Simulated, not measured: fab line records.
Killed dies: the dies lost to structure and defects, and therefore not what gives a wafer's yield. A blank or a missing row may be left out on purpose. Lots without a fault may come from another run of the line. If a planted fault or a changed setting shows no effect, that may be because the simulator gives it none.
A lot that was struck, set against a sound lot | flow sky130 | 15 out of 708 route steps
Sound: these wafers, L392.3, L392.5, L392.6. The struck wafers were L396.3, L396.4, L396.5. The cause is named last.
Order at every step that has rows: each side's tool, ch and its chambers, its first start. Under that, the readings that differ: sound wafers | struck wafers | difference of the means | sigmas: that difference in standard deviations of wafers without a fault.
alike: words and numbers the same on both sides, and readings whose means are apart by under 2 such deviations; not compared: readings that were withheld, readings missing a value for some wafer, numbers with overlapping values and no deviation given by the record, and bounds like >300 which may hide the same value.
A row with sigmas, a row that says differs or no value, or rows on one side alone: a step with any of these is where the two part. When numbers do not overlap yet have no deviation, they are printed without sigmas and do not part them. A reading that every wafer of one side lacks parts them only if that side has two wafers or more.

first, 3 steps without rows for these wafers: SKY_METAL1_EXPOSE_12 (exposes mask MM1, target cd 140 nm); SKY_METAL1_PEB_13; SKY_METAL1_DEVELOP_14 (develop time 60 s).
SKY_METAL1_CD_MEAS_15: the cd target is 140 nm.
  sound on cdSem-01, day 33 17:43; struck on cdSem-02, day 34 14:31
reading   | sound             | struck            | difference | sigmas
cdNm (nm) | 142.1 142.0 140.9 | 139.5 140.1 137.7 | -2.6       | -2
SKY_METAL1_OVL_MEAS_16:
  sound on overlay-01, day 33 17:49; struck on overlay-02, day 34 14:37
  alike: METAL1_OVL
SKY_METAL1_DESCUM_17: chemistry O2, time 8 s.
  sound on rieMetal-04 ch 0,1, day 33 17:51; struck on rieMetal-01 ch 0,1, day 34 14:39
reading             | sound             | struck            | difference | sigmas
oesProductAu (a.u.) | 1.008 1.013 1.019 | 0.985 0.978 0.993 | -0.028     | -4
  alike: drypumpMotorCurrentA
  not compared: rfHoursCounterH
SKY_METAL1_ETCH_18: etches BARC in N2/H2, stops on SiO2, time 45.9 s, target depth 60 nm.
  sound on rieMetal-04 ch 0,1, day 33 17:53; struck on rieMetal-01 ch 0,1, day 34 14:41
  alike: drypumpMotorCurrentA, oesProductAu, throttleValvePct
  not compared: rfHoursCounterH
SKY_METAL1_METAL_ETCH_19: etches the open film in Cl2/BCl3, stops on SiO2, target depth 360 nm, time 78 s.
  sound on rieMetal-04 ch 0,1, day 33 17:58; struck on rieMetal-01 ch 0,1, day 34 14:46
reading             | sound             | struck            | difference | sigmas
oesProductAu (a.u.) | 0.841 0.844 0.843 | 0.851 0.865 0.860 | +0.016     | +3
  alike: drypumpMotorCurrentA, throttleValvePct
  not compared: rfHoursCounterH
SKY_METAL1_STRIP_20: strips in O2/N2.
  sound on plasmaAsher-02 ch 0,1, day 33 18:04; struck on plasmaAsher-03 ch 0,1, day 34 14:52
  alike: drypumpMotorCurrentA, oesProductAu, stripTimeToEndpointS
  not compared: rfHoursCounterH
then, 3 steps without rows for these wafers: SKY_METAL1_STRIP_21 (strips in post etch residue remover, time 1200 s); SKY_METAL1_CLEAN_22 (cleans in IPA, time 180 s); SKY_METAL1_CLEAN_23 (cleans in O3/DIW).
SKY_VIA1_HDPCVD_00: deposits SiO2, target thk 1030 nm, time 171.7 s.
  sound on hdpcvd-02 ch 0,1,2, day 33 18:37; struck on hdpcvd-01 ch 0,1,2, day 34 15:25
reading                                 | sound             | struck            | difference | sigmas
runLengthS (s)                          | 199.6 199.3 198.9 | 180.2 181.5 181.5 | -18.2      | -39
model.SiO2_of_VIA1_HDPCVD_00.thkNm (nm) | 1046 1055 1041    | 918.3 931.5 912.9 | -126.4     | 
SKY_VIA1_THK_MEAS_01:
  sound on filmMetro-01, day 33 18:45; struck on filmMetro-01, day 34 15:33
reading              | sound          | struck      | difference | sigmas
VIA1_HDPCVD_THK (nm) | 1045 1055 1042 | 918 931 913 | -127       | -12
SKY_VIA1_CMP_02: polishes SiO2.
  sound on cmp-02 ch 1,2,3, day 33 18:56; struck on cmp-01 ch 0,2, day 34 15:35
  alike: motorCurrentA

## WHERE THEY PART
At SKY_METAL1_CD_MEAS_15 first; at SKY_VIA1_THK_MEAS_01 last (within this record only). Later steps at which nothing parts them and some readings are alike: SKY_VIA1_CMP_02.

WHY: what the simulator had put in
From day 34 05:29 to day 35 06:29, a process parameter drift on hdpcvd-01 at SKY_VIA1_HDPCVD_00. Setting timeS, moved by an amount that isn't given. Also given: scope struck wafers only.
